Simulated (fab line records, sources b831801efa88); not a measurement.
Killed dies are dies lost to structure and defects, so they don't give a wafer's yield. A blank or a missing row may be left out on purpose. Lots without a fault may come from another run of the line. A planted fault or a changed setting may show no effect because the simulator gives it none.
Chamber matching | flow sky130 | SKY_PASSIVATION_ETCH_11 on rie_diel-02: 4 sister chambers
The step etches the open film in CF4/O2, stops on AlCu, target depth 725 nm, time 161.1 s. 24 wafers are shown with their chamber, then 12 later ones without.

WAFERS WITH THEIR CHAMBER
wafer  | chamber | drypump_motor_current_A (A) | oes_product_au (a.u.) | throttle_valve_pct (%)
L074.2 | 0       | 5.1                         | 0.970                 | 5.961
L074.3 | 2       | 5.8                         | 0.976                 | 5.973
L074.5 | 3       | 5.7                         | 0.982                 | 5.964
L077.1 | 3       | 5.7                         | 0.974                 | 5.969
L077.3 | 1       | 5.7                         | 0.971                 | 5.957
L077.6 | 1       | 5.7                         | 0.984                 | 5.965
L080.1 | 2       | 5.8                         | 0.977                 | 5.965
L080.3 | 3       | 5.7                         | 0.980                 | 5.961
L080.4 | 0       | 5.1                         | 0.975                 | 5.974
L083.1 | 1       | 5.7                         | 0.972                 | 5.957
L083.4 | 3       | 5.7                         | 0.976                 | 5.970
L083.6 | 0       | 5.2                         | 0.994                 | 5.956
L084.3 | 2       | 5.7                         | 0.971                 | 5.955
L084.4 | 0       | 5.1                         | 0.989                 | 5.969
L084.6 | 1       | 5.7                         | 0.972                 | 5.967
L086.1 | 2       | 5.8                         | 0.967                 | 5.968
L086.2 | 1       | 5.7                         | 0.965                 | 5.963
L086.6 | 3       | 5.7                         | 0.984                 | 5.970
L087.1 | 3       | 5.7                         | 0.978                 | 5.975
L087.2 | 2       | 5.8                         | 0.979                 | 5.960
L087.6 | 3       | 5.7                         | 0.987                 | 5.962
L089.2 | 1       | 5.7                         | 0.973                 | 5.966
L089.3 | 0       | 5.1                         | 0.979                 | 5.950
L089.6 | 3       | 5.7                         | 0.983                 | 5.955

SIGNATURES (means of the wafers above)
reading                 | chamber 0 | chamber 1 | chamber 2 | chamber 3 | scatter within a chamber
drypump_motor_current_A | 5.120     | 5.700     | 5.780     | 5.700     | 0.0283
oes_product_au          | 0.98140   | 0.97283   | 0.97400   | 0.98050   | 0.00637
throttle_valve_pct      | 5.96200   | 5.96250   | 5.96420   | 5.96575   | 0.00691
Rule: a wafer's distance from a chamber is the root of the sum, over the readings, of the square of ((its reading less the chamber's mean) divided by the reading's scatter). The wafer belongs to the nearest chamber; if the next one is less than 2 further off, it can't be placed. The scatter: the root of (the sum of the squares of (reading less its chamber's mean) over the shown wafers, divided by (wafers less chambers)).

WAFERS WITHOUT THEIR CHAMBER
wafer  | drypump_motor_current_A (A) | oes_product_au (a.u.) | throttle_valve_pct (%)
L094.1 | 5.1                         | 0.972                 | 5.967
L094.2 | 5.7                         | 0.972                 | 5.962
L094.3 | 5.8                         | 0.967                 | 5.960
L095.3 | 5.8                         | 0.976                 | 5.973
L095.4 | 5.7                         | 0.979                 | 5.961
L095.5 | 5.1                         | 0.993                 | 5.983
L096.1 | 5.7                         | 0.978                 | 5.978
L096.2 | 5.2                         | 0.989                 | 5.975
L096.3 | 5.7                         | 0.983                 | 5.960
L096.4 | 5.8                         | 0.986                 | 5.973
L096.5 | 5.2                         | 0.997                 | 5.980
L096.6 | 5.7                         | 0.984                 | 5.965

WHICH CHAMBER EACH WENT THROUGH
wafer  | from the rows above          | in truth
L094.1 | 0                            | 0
L094.2 | can't be placed: 1 or 3      | 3
L094.3 | 2                            | 2
L095.3 | 2                            | 2
L095.4 | can't be placed: 3 or 1      | 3
L095.5 | 0                            | 0
L096.1 | can't be placed: 3 or 1 or 2 | 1
L096.2 | 0                            | 0
L096.3 | can't be placed: 3 or 1      | 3
L096.4 | can't be placed: 2 or 3 or 1 | 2
L096.5 | 0                            | 0
L096.6 | can't be placed: 3 or 1      | 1
Placed correctly: 6 of 12. Can't be placed from these rows: 6 (the true chamber is among the candidates in 6). Placed wrongly: 0.
